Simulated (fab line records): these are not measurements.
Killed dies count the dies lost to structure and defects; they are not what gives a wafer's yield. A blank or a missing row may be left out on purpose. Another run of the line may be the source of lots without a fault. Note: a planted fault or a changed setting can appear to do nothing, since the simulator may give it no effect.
fab line records	flow sky130
record lots=14	wafers=39	last_day=50
route steps=708 shown RES_XHIGH@339
lots with no fault: from the same line, run without faults
start_h: hours from the record's first day to the start of the lot's first wafer shown	wait_h: how many hours have passed since the lot's step before this one	" the same as in the row above	L1.1+2: several wafers, shown together as one row	- no value present, or no start provided	* or withheld: withheld	< > ~ a bound
route shown NAME@n: a module of which the file shows steps, and the number in the route of the first	usual: mean and standard deviation over wafers with no fault	same: alike in all rows	chamber/n: place in a boat	sites: the reading at each site	_std_site: standard deviation across them	_edge_site: inner sites' mean taken away from outer sites' mean	radius_mm: how far each site lies from the wafer's centre	mask NAME#n: copy n	behind: tool/chamber where the wafer was last shaped	hold: reason for holding the lot/hours on hold/outcome of the hold	device: the transistor (n, p or np) that didn't switch	end of line: at the end of the route, the tests of the same wafers	a step with no rows: only its recipe	killed: not the wafer's yield, but the dies lost to structure and defects at the first sort	map: per-die view of a wafer (x killed, . not killed, _ where there is no die)
set.NAME: setting as actually run; set.NAME@STEP: the setting as run at that earlier step	model.NAME: the simulator's own value behind a step, which no gauge read
steps of the route over a sample of lots; a table a step, a row a wafer
services: the hour from which a tool's chamber was out of use, counted from the record's first day as start_h (under 0 if before that day), plus the number of hours and why
## steps
# step SKY_RES_XHIGH_IMPLANT_07
# recipe species=BF2	energy_kev=20	dose_cm2=3.6e+14	tilt_deg=0
# usual beam_on_s=42.0/0.89	faraday_current_uA=483/10
# same implant_ion_amu=49
lot.wafer	tool	chamber	start_h	wait_h	beam_on_s	faraday_current_uA
L852.1	implanter-02	0	628.37	0.1	43.2	469
L852.5	"	0	"	"	41.2	490
L852.6	"	0	"	"	41.7	487
L851.2	implanter-03	0	630.88	0.1	41.6	487
L851.3	"	0	"	"	41.7	490
L851.6	"	0	"	"	40.6	500
L854.1	implanter-01	0	659.20	0.1	43.2	472
L854.3	"	0	"	"	42.9	475
L854.6	"	0	"	"	42.6	477
L855.1	implanter-03	0	659.80	0.1	40.8	498
L855.4	"	0	"	"	42.1	482
L855.6	"	0	"	"	42.4	479
L857.1	implanter-01	0	692.05	0.1	44.2	458
L857.3	"	0	"	"	42.2	480
L857.6	"	0	"	"	41.6	487
L860.1	implanter-01	0	711.09	0.1	42.5	478
L860.5	"	0	"	"	41.5	486
L860.6	"	0	"	"	44.0	460
L859.3	implanter-03	0	713.95	0.1	40.9	498
L859.4	"	0	"	"	41.3	493
L859.5	"	0	"	"	41.9	486
L862.1	implanter-02	0	717.30	0.1	41.1	494
L862.3	"	0	"	"	42.5	477
L862.5	"	0	"	"	42.3	481
L861.1	implanter-02	0	719.14	0.1	41.2	490
L861.2	"	0	"	"	41.9	488
L861.6	"	0	"	"	41.3	490
L863.1	implanter-03	0	719.44	0.1	41.9	486
L863.2	"	0	"	"	42.2	483
L863.6	"	0	"	"	42.1	483
L869.4	implanter-03	0	766.48	0.1	33.9	596
L869.5	"	0	"	"	41.5	491
L871.1	implanter-03	0	778.52	0.1	41.9	486
L871.4	"	0	"	"	34.3	592
L874.1	implanter-01	0	796.07	0.1	41.5	486
L874.4	"	0	"	"	43.0	474
L874.6	"	0	"	"	42.3	481
L873.4	implanter-03	0	797.34	0.1	34.1	594
L873.5	"	0	"	"	42.5	479
# step SKY_RES_XHIGH_STRIP_08
# recipe chemistry=O2/N2	power_w=1400	pressure_mtorr=1500	platen_temp_c=withheld	o2_flow_sccm=3000	n2_flow_sccm=300	overash_fraction=0.5
# usual drypump_motor_current_A=5.64/0.24	n2_flow_sccm=300.0/0.89	oes_product_au=0.711/0.0044	strip_time_to_endpoint_s=14.26/0.042
# same overash_fraction=0.5
lot.wafer	tool	chamber	start_h	wait_h	drypump_motor_current_A	n2_flow_sccm	oes_product_au	rf_hours_counter_h	strip_time_to_endpoint_s
L852.1	plasma_asher-03	1	628.52	0.1	5.63	300.4	0.704	19	14.30
L852.5	"	0	"	"	6.02	298.9	0.708	-	14.30
L852.6	"	1	"	"	5.60	300.3	0.708	-	14.30
L851.2	plasma_asher-03	0	631.00	0.1	6.01	300.7	0.711	20	14.27
L851.3	"	1	"	"	5.60	300.8	0.712	-	14.22
L851.6	"	1	"	"	5.62	300.0	0.717	-	14.24
L854.1	plasma_asher-02	1	659.35	0.1	5.50	297.7	0.707	97	14.32
L854.3	"	1	"	"	5.49	300.2	0.707	-	14.32
L854.6	"	1	"	"	5.49	300.5	0.723	-	14.28
L855.1	plasma_asher-03	0	659.95	0.1	6.05	301.4	0.714	23	14.25
L855.4	"	0	"	"	6.05	300.6	0.712	-	14.29
L855.6	"	0	"	"	6.05	298.1	0.715	-	14.26
L857.1	plasma_asher-03	0	692.20	0.1	6.05	300.7	0.709	26	14.27
L857.3	"	1	"	"	5.63	300.1	0.721	-	14.30
L857.6	"	0	"	"	6.03	299.9	0.703	-	14.25
L860.1	plasma_asher-01	0	711.24	0.1	5.74	300.8	0.703	91	14.28
L860.5	"	1	"	"	5.89	300.3	0.712	-	14.26
L860.6	"	0	"	"	5.73	300.4	0.712	-	14.24
L859.3	plasma_asher-03	0	714.09	0.1	6.03	301.1	0.709	-	14.22
L859.4	"	1	"	"	5.64	299.4	0.716	-	14.24
L859.5	"	0	"	"	6.03	300.2	0.706	-	14.25
L862.1	plasma_asher-02	1	717.45	0.1	5.50	299.8	0.716	103	14.22
L862.3	"	1	"	"	5.47	299.9	0.713	-	14.22
L862.5	"	1	"	"	5.47	300.9	0.711	-	14.26
L861.1	plasma_asher-01	1	719.29	0.1	5.88	300.2	0.708	92	14.28
L861.2	"	0	"	"	5.72	300.7	0.720	92	14.30
L861.6	"	0	"	"	5.72	300.6	0.713	-	14.29
L863.1	plasma_asher-01	1	719.59	0.1	5.84	300.2	0.703	92	14.34
L863.2	"	0	"	"	5.73	299.5	0.713	92	14.29
L863.6	"	1	"	"	5.88	300.1	0.708	-	14.35
L869.4	plasma_asher-01	0	766.59	0.1	5.72	301.8	0.709	-	14.16
L869.5	"	1	"	"	5.92	299.9	0.713	-	14.27
L871.1	plasma_asher-02	0	778.67	0.1	5.36	301.2	0.711	4	14.22
L871.4	"	1	"	"	5.48	299.7	0.715	-	14.11
L874.1	plasma_asher-02	0	796.22	0.1	5.35	301.4	0.711	6	14.17
L874.4	"	0	"	"	5.34	301.1	0.707	-	14.26
L874.6	"	0	"	"	5.35	302.1	0.713	-	14.20
L873.4	plasma_asher-03	0	797.45	0.1	6.04	300.4	0.711	-	14.15
L873.5	"	1	"	"	5.57	299.3	0.717	-	14.26
# step SKY_RES_XHIGH_TW_MEAS_09
# usual RES_XHIGH_TW=1628/19
lot.wafer	tool	chamber	start_h	wait_h	RES_XHIGH_TW
L852.1	film_metro-02	-	628.62	0.1	1637
L852.5	"	-	"	"	1642
L852.6	"	-	"	"	1630
L851.2	film_metro-01	-	631.15	0.1	1617
L851.3	"	-	"	"	1605
L851.6	"	-	"	"	1610
L854.1	film_metro-02	-	659.45	0.1	1635
L854.3	"	-	"	"	1632
L854.6	"	-	"	"	1628
L855.1	film_metro-04	-	660.05	0.1	1650
L855.4	"	-	"	"	1654
L855.6	"	-	"	"	1651
L857.1	film_metro-01	-	692.30	0.1	1607
L857.3	"	-	"	"	1609
L857.6	"	-	"	"	1610
L860.1	film_metro-04	-	711.34	0.1	1647
L860.5	"	-	"	"	1647
L860.6	"	-	"	"	1655
L859.3	film_metro-01	-	714.17	0.1	1623
L859.4	"	-	"	"	1614
L859.5	"	-	"	"	1619
L862.1	film_metro-04	-	717.55	0.1	1655
L862.3	"	-	"	"	1651
L862.5	"	-	"	"	1646
L861.1	film_metro-01	-	719.39	0.1	1608
L861.2	"	-	"	"	1611
L861.6	"	-	"	"	1617
L863.1	film_metro-01	-	719.71	0.1	1604
L863.2	"	-	"	"	1626
L863.6	"	-	"	"	1621
L869.4	film_metro-04	-	766.68	0.1	1560
L869.5	"	-	"	"	1654
L871.1	film_metro-02	-	778.77	0.1	1638
L871.4	"	-	"	"	1542
L874.1	film_metro-01	-	796.32	0.1	1606
L874.4	"	-	"	"	1608
L874.6	"	-	"	"	1604
L873.4	film_metro-02	-	797.55	0.1	1542
L873.5	"	-	"	"	1632
# step SKY_SD_N_RS_MEAS_18
# recipe thk_meas_gauge=four-point-probe
# usual RES_XHIGH_RS=333.2/1.1
lot.wafer	tool	chamber	start_h	wait_h	RES_XHIGH_RS[ohm/sq]
L852.1	film_metro-01	-	658.62	0.1	333.5
L852.5	"	-	"	"	333.6
L852.6	"	-	"	"	333.5
L851.2	film_metro-02	-	661.44	0.1	332.3
L851.3	"	-	"	"	330.7
L851.6	"	-	"	"	333.6
L854.1	film_metro-01	-	688.36	0.1	333.4
L854.3	"	-	"	"	333.2
L854.6	"	-	"	"	333.6
L855.1	film_metro-04	-	688.58	0.1	334.7
L855.4	"	-	"	"	333.2
L855.6	"	-	"	"	333.2
L857.1	film_metro-01	-	721.98	0.1	334.6
L857.3	"	-	"	"	335.4
L857.6	"	-	"	"	336.2
L860.1	film_metro-04	-	738.82	0.1	333.6
L860.5	"	-	"	"	333.2
L860.6	"	-	"	"	333.2
L859.3	film_metro-02	-	742.52	0.1	333.5
L859.4	"	-	"	"	333.0
L859.5	"	-	"	"	333.4
L862.1	film_metro-04	-	745.33	0.1	332.6
L862.3	"	-	"	"	334.1
L862.5	"	-	"	"	333.0
L861.1	film_metro-04	-	748.31	0.1	333.1
L861.2	"	-	"	"	332.4
L861.6	"	-	"	"	332.3
L863.1	film_metro-04	-	748.96	0.1	332.8
L863.2	"	-	"	"	330.8
L863.6	"	-	"	"	333.4
L869.4	film_metro-02	-	794.48	0.1	388.2
L869.5	"	-	"	"	332.6
L871.1	film_metro-04	-	807.16	0.1	333.1
L871.4	"	-	"	"	389.5
L874.1	film_metro-04	-	823.01	0.1	333.9
L874.4	"	-	"	"	334.2
L874.6	"	-	"	"	334.6
L873.4	film_metro-04	-	824.77	0.1	387.8
L873.5	"	-	"	"	332.5
## services
tool	chamber	start_h	hours	kind
plasma_asher-01	-	608.61	1.0	repair
implanter-03	-	628.94	1.4	repair
implanter-03	-	652.18	2.7	repair
plasma_asher-02	-	657.29	1.4	repair
implanter-01	-	666.48	1.6	repair
implanter-03	-	671.24	2.1	repair
implanter-03	-	699.19	3.1	pm
plasma_asher-03	-	714.82	41.4	repair
implanter-03	-	725.31	3.4	repair
plasma_asher-02	-	733.75	9.0	pm
plasma_asher-02	0	733.75	9.0	vent_cycle
plasma_asher-02	1	733.75	9.0	vent_cycle
plasma_asher-02	0	742.75	-	clean
plasma_asher-02	1	742.75	-	clean
plasma_asher-01	-	796.90	1.2	repair
## key
first_sign step=SKY_RES_XHIGH_IMPLANT_07	reading=faraday_current_uA	direction=up	sigmas=11	usual=483	struck=594
effect step=SKY_RES_XHIGH_IMPLANT_07	reading=beam_on_s	direction=down	sigmas=8.9	usual=42.0	struck=34.1
effect step=SKY_RES_XHIGH_STRIP_08	reading=strip_time_to_endpoint_s	direction=down	sigmas=2.7	usual=*	struck=*
effect step=SKY_RES_XHIGH_TW_MEAS_09	reading=RES_XHIGH_TW	direction=down	sigmas=4.1	usual=1628	struck=1548
effect step=SKY_SD_N_RS_MEAS_18	reading=RES_XHIGH_RS	direction=up	sigmas=50	usual=333.2	struck=388.5
met_at SKY_RES_XHIGH_IMPLANT_07
struck_lots L869,L871,L873
struck_wafers L869.4,L871.4,L873.4
tester_left_out L869,L871,L873
onset_between 719.44 766.48
fault kind=process_parameter_drift	tool=implanter-03	chamber=-	onset_h=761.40	steps=SKY_RES_XHIGH_IMPLANT_07	channel=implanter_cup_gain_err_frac	offset=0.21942	shape=step	end_h=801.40	scope=struck_wafers_only
# tester_left_out: of these lots the tester's yield and bins aren't shown, on N5 and GAA mostly nor the transistor test; their killed dies are dies lost to structure and defects alone, not to doping, threshold or leakage, so they don't give the yield
